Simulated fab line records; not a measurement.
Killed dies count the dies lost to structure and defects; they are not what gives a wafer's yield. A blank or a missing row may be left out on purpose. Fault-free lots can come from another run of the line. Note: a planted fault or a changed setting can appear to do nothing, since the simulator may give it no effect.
The tool behind it: which one?	flow gf180mcu	12 lots with 36 wafers sampled at 5 steps, on a route of 602 steps

== WHAT THE GAUGES READ, wafer by wafer ==
GF_M3_THK_MEAS_06: measures by xrf.
lot	measured	on	M3_ALCU_THK (nm)
L215	day 21 05:43	film metro-03	444 443 443
L216	day 21 12:59	film metro-04	448 449 443
L217	day 21 21:20	film metro-03	446 441 438
L218	day 22 01:12	film metro-03	438 437 440
L219	day 22 18:46	film metro-04	442 438 447
L220	day 23 01:05	film metro-02	450 452 453
L223	day 24 09:41	film metro-04	447 449 444
L226	day 25 05:28	film metro-03	445 454 448
L228	day 26 01:31	film metro-04	446 444 445
L229	day 26 06:19	film metro-02	443 443 446
L231	day 26 17:18	film metro-02	441 438 445
L233	day 27 03:05	film metro-03	444 447 447

GF_M3_CD_MEAS_14: the cd target is 280 nm.
lot	measured	on	cd nm (nm)
L215	day 22 04:34	cd sem-02	280.1 279.5 279.1
L216	day 22 12:01	cd sem-01	277.8 277.2 278.7
L217	day 22 20:37	cd sem-01	279.8 279.3 279.7
L218	day 23 00:28	cd sem-01	282.7 283.6 282.2
L219	day 23 16:29	cd sem-01	282.4 283.1 282.7
L220	day 23 23:00	cd sem-01	279.5 279.7 279.4
L223	day 25 07:20	cd sem-02	277.2 278.1 278.8
L226	day 26 02:05	cd sem-02	280.2 281.1 280.9
L228	day 26 22:10	cd sem-01	289.9 289.3 289.6
L229	day 27 02:20	cd sem-01	291.5 290.7 290.9
L231	day 27 13:06	cd sem-02	279.9 279.4 279.6
L233	day 27 23:12	cd sem-01	280.6 281.6 280.9

GF_M3_OVL_MEAS_15.
lot	measured	on	M3_OVL (nm)
L215	day 22 04:41	overlay-02	-9 -6 0
L216	day 22 12:07	overlay-02	-5 2 -7
L217	day 22 20:43	overlay-01	3 1 3
L218	day 23 00:35	overlay-02	3 8 0
L219	day 23 16:36	overlay-01	0 4 3
L220	day 23 23:07	overlay-02	-3 1 0
L223	day 25 07:25	overlay-02	0 1 3
L226	day 26 02:10	overlay-02	1 -1 -1
L228	day 26 22:16	overlay-02	6 9 9
L229	day 27 02:25	overlay-01	7 12 6
L231	day 27 13:13	overlay-02	14 10 7
L233	day 27 23:19	overlay-02	-10 -8 -10

== WHICH TOOL RAN EACH LOT (tool, then ch and the chambers of the sampled wafers, then the start) ==
lot	GF_M2_STRIP_17	GF_M3_EXPOSE_11
L215	plasma asher-03 ch 0,1, day 20 01:49	krf scanner-02 ch 0, day 21 17:22
L216	plasma asher-01 ch 0,1, day 20 10:22	krf scanner-02 ch 0, day 22 00:34
L217	plasma asher-03 ch 0,1, day 20 18:37	krf scanner-01 ch 0, day 22 09:29
L218	plasma asher-03 ch 0,1, day 20 22:52	krf scanner-02 ch 0, day 22 13:22
L219	plasma asher-03 ch 0,1, day 21 14:21	krf scanner-02 ch 0, day 23 05:56
L220	plasma asher-03 ch 0,1, day 21 22:37	krf scanner-01 ch 0, day 23 11:58
L223	plasma asher-01 ch 0,1, day 23 08:12	krf scanner-01 ch 0, day 24 20:59
L226	plasma asher-02 ch 0,1, day 24 05:03	krf scanner-01 ch 0, day 25 16:05
L228	plasma asher-02 ch 0,1, day 25 01:13	krf scanner-02 ch 0, day 26 12:19
L229	plasma asher-02 ch 0,1, day 25 06:03	krf scanner-02 ch 0, day 26 16:23
L231	plasma asher-02 ch 0,1, day 25 16:44	krf scanner-01 ch 0, day 27 03:34
L233	plasma asher-02 ch 0, day 26 03:34	krf scanner-01 ch 0, day 27 13:16
- GF_M2_STRIP_17: strips in O2/N2.
- GF_M3_EXPOSE_11: exposes mask Metal3, target cd 280 nm.

== AS READ BY THE TOOLS THEMSELVES (means over the sampled wafers that have a number; for cases with no such wafer, the mark the record gives instead) ==
GF_M2_STRIP_17.
lot	tool	drypump motor current A (A)	heater power w (W)	oes product au (a.u.)	strip time to endpoint s (s)
L215	plasma asher-03	5.2	360	0.539	7.46
L216	plasma asher-01	5.3	363	0.538	7.42
L217	plasma asher-03	5.2	363	0.539	7.37
L218	plasma asher-03	5.2	351	0.536	7.40
L219	plasma asher-03	5.2	346	0.538	7.41
L220	plasma asher-03	5.2	343	0.539	7.42
L223	plasma asher-01	5.3	349	0.541	7.47
L226	plasma asher-02	5.5	302	0.537	7.34
L228	plasma asher-02	5.6	302	0.541	7.39
L229	plasma asher-02	6.2	292	0.538	7.36
L231	plasma asher-02	5.5	303	0.535	7.36
L233	plasma asher-02	4.9	310	0.535	7.36

GF_M3_EXPOSE_11.
lot	tool	exposure dose mJ cm2	stage vel mm s (mm/s)
L215	krf scanner-02	28.185	500.01
L216	krf scanner-02	28.185	500.11
L217	krf scanner-01	28.186	499.86
L218	krf scanner-02	28.180	499.95
L219	krf scanner-02	28.211	499.77
L220	krf scanner-01	28.202	500.08
L223	krf scanner-01	28.185	499.50
L226	krf scanner-01	28.214	500.13
L228	krf scanner-02	26.224	499.89
L229	krf scanner-02	26.199	500.14
L231	krf scanner-01	28.189	500.08
L233	krf scanner-01	28.184	500.06

== THE ANSWER, worked out from the rows above alone ==
Rule: what is usual is taken from the lots themselves. The widest of any qualifying gaps counts: lots, ordered by their means at a reading, are off when they make up no more than a third of the lots, leave a main group of 4 or more, and stand apart from it by 3 or more times the standard deviation of that group's means. If all means in a main group match to the digits the tables above print for the reading, that group is not used. A lot without any number at a reading at which 4 lots or more have one is off too. Where the step has rows for the other lots, those lots are counted as sound. Order of review: gauges by route order, followed by the tools' own readings, for which a lot's mean as printed above is used. At the first step where some lot is off, the reading lying furthest off is the one used; lots without a number count as furthest.
Off: L228, L229 (GF_M3_CD_MEAS_14, cd nm). Mean 280.2 nm and standard deviation 1.6 in the main group.
If a tool, at a process step before that reading, ran all the lots that are off and no sound lot after the first of them, it fits. Not tried: the gauges at GF_M3_CD_MEAS_14; whatever is off there is also off at GF_M3_EXPOSE_11, on other tools, and gauge error can't account for it. One fits: krf scanner-02 at GF_M3_EXPOSE_11. Its last sound lot is L219 (day 23 05:56), its first lot that is off L228 (day 26 12:19): a fault that began between those two fits.
The tool's own readings at GF_M3_EXPOSE_11 bear it out: on the lots that are off they differ by more than 5 times the standard deviation of the sound lots' means. exposure dose mJ cm2 reads 26.212 there against 28.192 on the sound lots.

== WHAT THE SIMULATOR HAD INSERTED ==
Drift in process parameters on krf scanner-02 at GF_M3_EXPOSE_11, starting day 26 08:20. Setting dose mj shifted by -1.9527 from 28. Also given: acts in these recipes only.
Shown lots that were struck: L228, L229. The rule given above showed the same thing.
